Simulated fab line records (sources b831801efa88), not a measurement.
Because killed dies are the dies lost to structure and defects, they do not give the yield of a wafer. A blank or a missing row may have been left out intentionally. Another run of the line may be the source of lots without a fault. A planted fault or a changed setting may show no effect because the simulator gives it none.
Split-lot trial ; flow sky130 ; route with 708 steps; 5 lots, 23 wafers read

## ABOUT THE SPLIT
At SKY_LI_CONTACT_CMP_02 (polishes PSG), the setting leave-above-ref-nm was moved away from the recipe's 597.2 nm on 7 of the 23 wafers read, by -7.3% to +5.8%. The other wafers ran this setting at the recipe's value.

## BETWEEN THE SPLIT AND THE READING: the file shows 1 step in between
- SKY_LI_CONTACT_ETCH_14: etches BARC in N2/H2, stops on SiO2, time 45.9 s, target depth 60 nm (also split here: source-w)

## THE READING
oes-product-au, in a.u., at SKY_LI_CONTACT_ETCH_15 (etches PSG in C4F8/O2/Ar, stops on Si, target depth 600 nm). Fault-free wafers of this fab line usually give 0.837 a.u., standard deviation 0.0043 a.u.

wafer;tool, chamber at the split;leave-above-ref-nm as run, nm;against the recipe;oes-product-au, a.u.;against lot-mates on the recipe
L074.1;cmp-02, 1;597.2;recipe;0.833;-
L074.2;cmp-02, 2;617.2;+3.3%;0.856;+0.021
L074.3;cmp-02, 0;597.2;recipe;0.830;-
L074.4;cmp-02, 3;597.2;recipe;0.841;-
L074.5;cmp-02, 2;617.2;+3.3%;0.848;+0.013
L075.1;cmp-02, 2;597.2;recipe;0.837;-
L075.4;cmp-02, 0;597.2;recipe;0.838;-
L075.5;cmp-02, 0;597.2;recipe;0.840;-
L077.1;cmp-02, 0;597.2;recipe;0.839;-
L077.2;cmp-02, 1;597.2;recipe;0.840;-
L077.4;cmp-02, 2;597.2;recipe;0.837;-
L077.5;cmp-02, 3;597.2;recipe;0.841;-
L077.6;cmp-02, 0;597.2;recipe;0.837;-
L080.2;cmp-01, 3;553.4;-7.3%;0.801;-0.034
L080.3;cmp-01, 2;597.2;recipe;0.839;-
L080.4;cmp-01, 0;553.4;-7.3%;0.810;-0.025
L080.5;cmp-01, 2;553.4;-7.3%;0.798;-0.037
L080.6;cmp-01, 1;597.2;recipe;0.832;-
L084.1;cmp-01, 3;597.2;recipe;0.834;-
L084.2;cmp-01, 1;597.2;recipe;0.842;-
L084.3;cmp-01, 2;597.2;recipe;0.838;-
L084.5;cmp-01, 2;631.8;+5.8%;0.865;+0.027
L084.6;cmp-01, 1;631.8;+5.8%;0.872;+0.034

THE FIT
A straight line over all 23 wafers: oes-product-au changes by +0.00485 a.u. for each +1% of leave-above-ref-nm; r = +0.97; the points scatter about the line by 0.004 a.u.
The same after taking each lot's own level away (the mean of its wafers on the recipe; 23 wafers): +0.00473 a.u. for each +1%; r = +0.97; scatter 0.0038 a.u.
The reading moves by 0.035 a.u. for the largest change in leave-above-ref-nm, on that fit.
The lots' own levels span 0.8347 to 0.8388 a.u., that is 1.0 times the standard deviation above.
The two slopes are in agreement: the lot-to-lot level therefore moves the slope only a little.
Check: -0.0339 a.u. against its lot-mates is what the line predicts for one of the wafers moved furthest among these (-7.3%) when that wafer is left out of the fit. Against them it came out at -0.0345 a.u.
Tool readings at the split's step, against how far the setting was moved: time-to-endpoint-s r = -0.22.

## THESE WAFERS: OTHER SPLITS
Other splits were also applied to these wafers ahead of the reading. Each is held against what the fit with the lots' levels taken away leaves over:
other split on the same wafers;wafers away from the commonest value;r with oes-product-au (lot level and that fit taken away)
SKY_POLY_CUT_COAT_03 resist-thk-nm;8;+0.11
SKY_SD_P_SOFTBAKE_03 temp-c;11;-0.16
SKY_SD_P_EXPOSE_04 dose-mj;11;+0.10
SKY_RES_XHIGH_IMPLANT_07 dose-cm2;7;+0.27
SKY_RES_XHIGH_STRIP_08 power-w;5;+0.02
SKY_SD_N_STRIP_11 power-w;8;+0.15
SKY_LI_CONTACT_HDPCVD_00 time-s;7;+0.01
SKY_LI_CONTACT_ETCH_14 source-w;5;-0.04

## THE WHOLE CHAIN: every reading that the file lists as answering this split, in the file's order
step;what it does;reading;change (the file's fit);r (the file's)
SKY_LI_CONTACT_CMP_02;polishes PSG;PSG_of_LI_CONTACT_HDPCVD_00.thk-nm (the simulator's own value, which no gauge read);+5.96 nm for each +1% of the setting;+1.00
SKY_LI_CONTACT_ETCH_15;etches PSG in C4F8/O2/Ar, stops on Si, target depth 600 nm;oes-product-au;+0.00479 a.u. for each +1% of the setting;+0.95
SKY_LI_CONTACT_ETCH_15;etches PSG in C4F8/O2/Ar, stops on Si, target depth 600 nm;LI_CONTACT.feature-depth-nm (the simulator's own value, which no gauge read);+5.96 nm for each +1% of the setting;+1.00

## FILE'S OWN FIT
oes-product-au changes by +0.00479 a.u. for each +1% of leave-above-ref-nm, r = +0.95.
